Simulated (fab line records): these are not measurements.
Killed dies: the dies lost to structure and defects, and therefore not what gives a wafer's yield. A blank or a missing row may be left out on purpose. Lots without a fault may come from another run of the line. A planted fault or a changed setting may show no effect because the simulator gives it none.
Which tool did it? ; flow sky130 ; Sampling: 15 lots, 42 wafers, 4 of 708 route steps

WHAT EACH GAUGE READ, for each wafer
SKY_SONOS_TUNNEL_CD_MEAS_07: the cd target is 410 nm.
lot;measured;on;cdNm (nm)
L832;day 12 01:26;cdSem-02;408.8 409.1 409.8
L833;day 12 12:48;cdSem-02;409.7 410.8 410.5
L834;day 12 19:37;cdSem-02;413.9 412.3 413.2
L835;day 12 23:08;cdSem-02;413.1 413.2 410.1
L838;day 13 20:59;cdSem-01;411.6 411.5 411.9
L839;day 14 06:27;cdSem-02;405.8 405.0 406.9
L840;day 14 14:58;cdSem-01;409.3 410.0 411.0
L841;day 14 21:21;cdSem-02;408.6 410.1 408.7
L842;day 15 09:28;cdSem-02;411.5 410.4 411.1
L843;day 15 15:05;cdSem-02;409.3 409.9 409.1
L844;day 15 21:53;cdSem-02;407.9 409.7
L847;day 16 17:25;cdSem-02;410.3 410.1
L849;day 17 06:35;cdSem-02;410.8 410.0
L853;day 18 15:18;cdSem-01;411.6 413.4 410.9
L854;day 19 01:08;cdSem-02;410.2 408.6 410.6

SKY_POLY_GATE_THK_MEAS_04.
lot;measured;on;POLY_GATE_CVD_03_THK (nm)
L832;day 15 22:01;filmMetro-03;75.2 74.7 75.8
L833;day 16 11:52;filmMetro-04;74.0 73.8 74.2
L834;day 16 17:33;filmMetro-03;73.6 74.3 73.9
L835;day 16 21:55;filmMetro-02;75.1 74.8 74.4
L838;day 17 23:10;filmMetro-04;74.3 74.7 74.5
L839;day 18 14:49;filmMetro-04;75.0 74.5 74.6
L840;day 18 22:06;filmMetro-04;74.8 74.9 74.7
L841;day 19 04:01;filmMetro-02;75.3 74.9 74.6
L842;day 19 18:07;filmMetro-02;74.1 73.9 74.6
L843;day 19 21:18;filmMetro-04;75.1 75.1 74.6
L844;day 20 04:47;filmMetro-04;74.9 74.7
L847;day 21 01:35;filmMetro-03;75.0 75.3
L849;day 21 17:53;filmMetro-03;74.6 75.0
L853;day 23 03:10;filmMetro-02;74.3 74.4 73.8
L854;day 23 12:19;filmMetro-03;74.9 75.0 74.2

SKY_LDD_N_OVL_MEAS_07.
lot;measured;on;LDD_N_OVL (nm)
L832;day 18 10:11;overlay-02;-0.6 0.2 0.6
L833;day 19 02:56;overlay-02;0.9 0.8 -0.4
L834;day 19 05:47;overlay-02;1.1 0.8 -2.0
L835;day 19 09:36;overlay-01;-3.2 -2.2 -1.6
L838;day 20 14:42;overlay-02;-0.4 -0.4 -0.3
L839;day 21 05:43;overlay-02;2.3 2.3 1.4
L840;day 21 16:32;overlay-02;0.1 -2.2 0.0
L841;day 21 21:26;overlay-01;2.8 2.2 2.9
L842;day 22 09:23;overlay-02;-0.5 -0.3 -1.8
L843;day 22 11:36;overlay-01;-2.0 -1.5 -2.2
L844;day 22 19:37;overlay-01;-5.3 -4.3
L847;day 23 15:30;overlay-01;0.7 1.6
L849;day 24 08:03;overlay-01;-1.8 -2.3
L853;day 25 15:14;overlay-02;-0.5 -0.7 -2.4
L854;day 26 01:14;overlay-02;1.0 -0.5 1.5

EACH LOT AND THE TOOL THAT RAN IT (in order: tool; ch and the chambers of the sampled wafers; start)
lot;SKY_RES_PROTECT_SOFTBAKE_03
L832;lithoTrack-02 ch 0, day 15 06:37
L833;lithoTrack-04 ch 0, day 15 20:02
L834;lithoTrack-03 ch 0, day 16 02:15
L835;lithoTrack-04 ch 0, day 16 05:37
L838;lithoTrack-03 ch 0, day 17 06:49
L839;lithoTrack-02 ch 0, day 17 21:10
L840;lithoTrack-04 ch 0, day 18 03:50
L841;lithoTrack-04 ch 0, day 18 10:23
L842;lithoTrack-03 ch 0, day 19 00:15
L843;lithoTrack-03 ch 0, day 19 03:30
L844;lithoTrack-03 ch 0, day 19 11:00
L847;lithoTrack-03 ch 0, day 20 08:43
L849;lithoTrack-03 ch 0, day 20 23:25
L853;lithoTrack-02 ch 0, day 22 09:52
L854;lithoTrack-02 ch 0, day 22 19:19
- SKY_RES_PROTECT_SOFTBAKE_03: time 60 s.

WHAT THE TOOLS THEMSELVES READ (means of the sampled wafers that have a number; where no wafer has one, the mark that the record gives instead)
SKY_RES_PROTECT_SOFTBAKE_03.
lot;tool;heaterPowerTotalW (W);plateTempC (C);resistLineTempC (C);runLengthS (s)
L832;lithoTrack-02;56.61;89.93;23.09;88.9
L833;lithoTrack-04;56.53;89.97;23.08;89.5
L834;lithoTrack-03;56.54;89.89;23.08;88.8
L835;lithoTrack-04;56.63;90.04;22.97;89.4
L838;lithoTrack-03;56.62;90.04;22.99;88.8
L839;lithoTrack-02;56.58;89.90;22.94;89.0
L840;lithoTrack-04;56.60;89.96;23.17;89.5
L841;lithoTrack-04;56.58;90.00;22.82;89.5
L842;lithoTrack-03;56.56;90.06;23.14;88.8
L843;lithoTrack-03;56.55;90.06;23.03;88.8
L844;lithoTrack-03;58.17;90.33;23.01;84.2
L847;lithoTrack-03;58.16;89.99;23.07;84.1
L849;lithoTrack-03;58.12;90.03;23.11;84.2
L853;lithoTrack-02;56.58;90.15;23.07;88.9
L854;lithoTrack-02;56.53;89.98;22.91;88.9

THE ANSWER, worked out from the rows above alone
Rule: usual is defined by the lots themselves. Put in order of their means at a reading, lots are off if they are a third of the lots or fewer, leave a main group of 4 or more, and stand apart from it by a gap of 3 or more times the standard deviation of the main group's means; of several such gaps the widest counts. Not used: any main group whose means are identical at the precision the tables above print for the reading. A lot without any number at a reading at which 4 lots or more have one is off too. The other lots that the step has rows for count as sound. Order of review: gauges by route order, followed by the tools' own readings, for which a lot's mean as printed above is used. At the first step where some lot is off, the reading lying furthest off is the one used; lots without a number count as furthest.
Off: L844, L847, L849 (SKY_RES_PROTECT_SOFTBAKE_03, heaterPowerTotalW). Mean 56.58 W and standard deviation 0.033 in the main group.
If a tool, at that step or one of the process steps before it, ran each lot that is off and ran no sound lot following the first of them, it fits. One fits: SKY_RES_PROTECT_SOFTBAKE_03 on lithoTrack-03. A fault onset in the window from L843 (day 19 03:30, its last sound lot) to L844 (day 19 11:00, its first lot off) fits.
The tool's own readings at SKY_RES_PROTECT_SOFTBAKE_03 bear it out: on the lots that are off they differ by more than 5 times the standard deviation of the sound lots' means. heaterPowerTotalW reads 58.15 W there against 56.58 W on the sound lots; runLengthS reads 84.2 s there against 89.1 s on the sound lots.

WHAT HAD BEEN PUT IN BY THE SIMULATOR
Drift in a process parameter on lithoTrack-03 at SKY_RES_PROTECT_SOFTBAKE_03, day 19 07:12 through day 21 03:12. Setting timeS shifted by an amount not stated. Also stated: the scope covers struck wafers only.
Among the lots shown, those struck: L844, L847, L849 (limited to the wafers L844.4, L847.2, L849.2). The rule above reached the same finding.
